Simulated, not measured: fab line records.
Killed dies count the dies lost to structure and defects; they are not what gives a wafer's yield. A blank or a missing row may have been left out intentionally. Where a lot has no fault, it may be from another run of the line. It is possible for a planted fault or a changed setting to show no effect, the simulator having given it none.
A struck lot beside a sound one -- flow sky130 -- 16 steps out of a route of 708
Sound: the wafers L827.1, L827.3, L827.4. Wafers L837.2, L837.3, L837.5 were the ones struck. The cause is named last.
Each step with rows lists, per side, the tool, then ch with its chambers, then its first start. Under that, the readings that differ: sound wafers -- struck wafers -- difference of the means -- sigmas: that difference in standard deviations of wafers without a fault.
alike: same words and numbers on both sides, and readings whose means sit less than 2 such deviations apart. not compared: any withheld reading, any reading some wafer has no value for, any bound like >300 that may hide the same value, and any number with overlapping values for which the record gives no deviation.
The two part at a step that has a row with sigmas, a row that says differs or no value, or rows on one side only. Numbers that don't overlap but have no deviation are shown without sigmas and don't part them. A reading that every wafer of one side lacks parts them only if that side has two wafers or more.

SKY_NWELL_RS_MEAS_29: measures by four-point-probe.
  sound on film metro-03 at day 6 07:26; struck on film metro-02 at day 8 16:47
  alike: NWELL_RS
SKY_NWELL_RS_MEAS_31: measures by four-point-probe.
  sound on film metro-03 at day 6 07:40; struck on film metro-02 at day 8 17:02
reading,sound,struck,difference,sigmas
PWDE_RS (ohm/sq),5285 5291 5272,5316 5325 5328,+40,+2
then, 7 steps without rows for these wafers: SKY_VT_ADJUST_HVTP_DEHYDRATE_00 (time 60 s); SKY_VT_ADJUST_HVTP_HMDS_01 (prime time 60 s); SKY_VT_ADJUST_HVTP_COAT_02 (resist thk 1140 nm); SKY_VT_ADJUST_HVTP_SOFTBAKE_03 (time 60 s); SKY_VT_ADJUST_HVTP_EXPOSE_04 (exposes mask HVTPM, target cd 380 nm); SKY_VT_ADJUST_HVTP_PEB_05; SKY_VT_ADJUST_HVTP_DEVELOP_06 (develop time 60 s).
SKY_VT_ADJUST_HVTP_CD_MEAS_07: the cd target is 380 nm.
  sound on cd sem-02 at day 7 02:20; struck on cd sem-01 at day 9 14:25
  alike: cd nm
SKY_VT_ADJUST_HVTP_OVL_MEAS_08:
  sound on overlay-02 at day 7 02:27; struck on overlay-01 at day 9 14:31
  alike: VT_ADJUST_HVTP_OVL
SKY_VT_ADJUST_HVTP_IMPLANT_09:
  sound on implanter-04 ch 0, day 7 02:29; struck on implanter-04 ch 0, day 9 14:34
reading,sound,struck,difference,sigmas
beam energy keV,150.04 150.05 150.06,161.79 161.83 161.80,+11.76,+99 or more
model.implant.rp nm (nm),83.52 83.52 83.52,91.39 91.39 91.39,+7.87,
model.implant.drp nm (nm),33.4 33.4 33.4,35.57 35.57 35.57,+2.17,
SKY_VT_ADJUST_HVTP_STRIP_10: strips in O2/N2.
  sound on plasma asher-02 ch 0,1, day 7 02:38; struck on plasma asher-03 ch 0,1, day 9 14:41
  alike: drypump motor current A, oes product au, strip time to endpoint s
  not compared: rf hours counter h
SKY_VT_ADJUST_HVTP_TW_MEAS_11:
  sound on film metro-04 at day 7 02:44; struck on film metro-01 at day 9 14:48
  alike: VT_ADJUST_HVTP_TW
then, 1 step without rows for these wafers: SKY_VT_ADJUST_LVTN_DEHYDRATE_00 (time 60 s).
-- here the record skips 39 days between the struck wafers' starts before and after, leaving off in module VT_ADJUST_LVTN and picking up in module PAD_OPEN (first step shown: number 708 of the route) --
SKY_PAD_OPEN_PROBE_99:
  sound on prober-01 at day 46 09:36; struck on prober-02 at day 48 15:37
reading,sound,struck,difference,sigmas
model.etest.tip p.rs ohm sq,6858 6896 6915,6547 6580 6607,-312,
model.etest.pfet_01v8.r on ohm um,3000 2963 2997,2670 2704 2703,-294,
model.etest.pfet_01v8.drive ua um,182.8 185.7 183.8,212.9 213.6 211.2,+28.5,
model.etest.pfet_01v8_mvt.drive ua um,147.5 147.5 146.4,169.5 168.9 166,+21.0,
model.etest.pfet_01v8_hvt.drive ua um,138.1 139.3 136.5,159.4 158.7 156.9,+20.4,
model.etest.sram pfet latch.drive ua um,136 135.6 135.6,162.2 157.5 159.8,+24.1,
model.etest.pfet_01v8_mvt.off log10 a um,-10.76 -10.88 -10.96,-9.24 -9.261 -9.062,+1.68,
model.etest.pfet_01v8.off log10 a um,-10.23 -10.02 -10.18,-8.545 -8.695 -8.703,+1.496,
  alike: killed_at_M0_to_M3, killed_at_M4_up, killed at contacts, killed at front end, killed at other, killed dies, killed open, killed short

WHERE THEY PART
Last at SKY_VT_ADJUST_HVTP_IMPLANT_09 as far as this record goes, first at SKY_NWELL_RS_MEAS_31. Later steps at which nothing parts them and some readings are alike: SKY_VT_ADJUST_HVTP_STRIP_10, SKY_VT_ADJUST_HVTP_TW_MEAS_11, SKY_PAD_OPEN_PROBE_99.

WHY: what the simulator had put in
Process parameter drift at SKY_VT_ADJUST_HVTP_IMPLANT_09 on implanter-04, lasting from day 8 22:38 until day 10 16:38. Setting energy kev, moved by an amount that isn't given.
